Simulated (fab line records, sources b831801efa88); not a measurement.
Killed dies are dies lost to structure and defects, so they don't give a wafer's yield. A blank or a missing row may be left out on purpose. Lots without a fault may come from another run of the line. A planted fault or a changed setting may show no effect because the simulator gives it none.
One fault seen from 2 desks | flow sky130 | each desk has only its own numbers; what lay behind them comes last

THE METROLOGY DESK
What the gauges read, lot by lot, whatever tool the lot ran on: means of the sampled wafers that have a number. A lot is out of limits, marked OUT, if its mean lies more than 4 standard deviations from the usual mean; the brackets give that distance.
Columns: A = VT_ADJUST_HVTP_TW at SKY_VT_ADJUST_HVTP_TW_MEAS_11, usual 1361; B = GATE_OXIDE_TW at SKY_GATE_OXIDE_TW_MEAS_14, usual 224.0
lot  | first seen here | A    | B
L984 | day 6 05:04     | 1365 | 228.3
L985 | day 6 08:40     | 1358 | 225.5
L986 | day 6 16:16     | 1354 | 225.9
L987 | day 6 22:06     | 1372 | 221.5
L989 | day 7 11:40     | 1357 | 227.9
L990 | day 7 13:47     | 1354 | 227.2
L994 | day 8 14:43     | 1357 | 227.7
L998 | day 9 22:52     | 1343 | 214.9
L100 | day 10 09:22    | 1375 | 215.1
L104 | day 11 07:53    | 1335 | 223.2
L105 | day 11 16:32    | 1371 | 219.8
L107 | day 12 07:49    | 1370 | 223.5
This desk's finding: nothing out of limits on any of the 12 lots.

THE TOOL OWNER'S DESK: implanter-04
The tool's own readings at SKY_GATE_OXIDE_IMPLANT_11: means of the sampled wafers that have a number, for each lot that ran on this tool. A lot is out of limits, marked OUT, if its mean lies more than 4 standard deviations from the usual mean; the brackets give that distance.
Columns: A = beam_energy_keV at SKY_GATE_OXIDE_IMPLANT_11, usual 10.001
lot  | first seen here | A
L984 | day 13 22:51    | 10.003
L987 | day 14 19:32    | 10.003
L989 | day 15 20:02    | 10.003
L998 | day 18 21:17    | 8.688 (-99 or more) OUT
L100 | day 19 13:16    | 8.686 (-99 or more) OUT
L107 | day 21 21:38    | 9.998
This desk's finding: out of limits on L100, L998; first on L998, day 18 21:17 (beam_energy_keV at SKY_GATE_OXIDE_IMPLANT_11). In limits: L984, L987, L989, L107.

PUT TOGETHER
The tool owner's desk could have raised an alarm at day 18 21:17, on L100, L998.
The metrology desk saw nothing out of limits.
The metrology desk has L100, L998 on record, within its limits.
Of the lots named, all ran SKY_GATE_OXIDE_IMPLANT_11 on implanter-04.

WHAT THE SIMULATOR HAD PUT IN
Process parameter drift: implanter-04, from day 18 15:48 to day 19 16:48, at SKY_GATE_OXIDE_IMPLANT_11. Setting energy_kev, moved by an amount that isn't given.
Lots struck among those shown: L100, L998.
Hours from the fault's start to each desk's first reading out of limits: the tool owner's desk, 5.
